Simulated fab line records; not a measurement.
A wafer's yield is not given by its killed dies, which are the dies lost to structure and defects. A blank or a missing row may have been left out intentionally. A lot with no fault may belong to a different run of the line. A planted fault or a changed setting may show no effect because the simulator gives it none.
Matching of chambers || flow sky130 || 4 sister chambers for SKY_LI_CONTACT_CMP_02 on cmp-02
The step polishes PSG. 4 wafers are shown with their chamber, then 7 later ones without.

WAFERS PAIRED WITH THEIR CHAMBERS
{"wafer": "L307.3", "chamber": 2, "motor_current_A (A)": 12.9}
{"wafer": "L310.6", "chamber": 0, "motor_current_A (A)": 12.4}
{"wafer": "L311.2", "chamber": 3, "motor_current_A (A)": 13.4}
{"wafer": "L311.3", "chamber": 1, "motor_current_A (A)": 10.9}

WAFERS WITH NO CHAMBER GIVEN
{"wafer": "L311.5", "motor_current_A (A)": 13.4}
{"wafer": "L313.2", "motor_current_A (A)": 10.8}
{"wafer": "L313.4", "motor_current_A (A)": 13.3}
{"wafer": "L313.6", "motor_current_A (A)": 13.5}
{"wafer": "L312.3", "motor_current_A (A)": 10.6}
{"wafer": "L312.5", "motor_current_A (A)": 13.1}
{"wafer": "L312.6", "motor_current_A (A)": 13.0}

WHICH CHAMBER EACH ONE RAN IN
{"wafer": "L311.5", "from the rows above": 3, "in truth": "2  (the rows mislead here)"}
{"wafer": "L313.2", "from the rows above": 1, "in truth": 1}
{"wafer": "L313.4", "from the rows above": "can't be placed: 3 or 2", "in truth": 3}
{"wafer": "L313.6", "from the rows above": 3, "in truth": 3}
{"wafer": "L312.3", "from the rows above": 1, "in truth": 1}
{"wafer": "L312.5", "from the rows above": "can't be placed: 2 or 3", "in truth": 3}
{"wafer": "L312.6", "from the rows above": "can't be placed: 2 or 3", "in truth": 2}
Correctly placed: 3 of 7. Cannot be placed on the basis of these rows: 3; the candidates contain the true chamber in 3. Wrongly placed: 1.
How it was worked out, from the rows above alone: a wafer's distance from a chamber is the root of the sum, over the readings, of the square of ((its reading less the chamber's mean) divided by the reading's scatter). If the next closest chamber is less than 2 further off than the closest, the wafer can't be placed; otherwise it belongs to the closest. For every chamber, the mean is computed from those of its wafers that are shown. The scatter: with one shown wafer a chamber, the root of the mean of the squares of how far each hidden wafer lies from its nearest shown one.
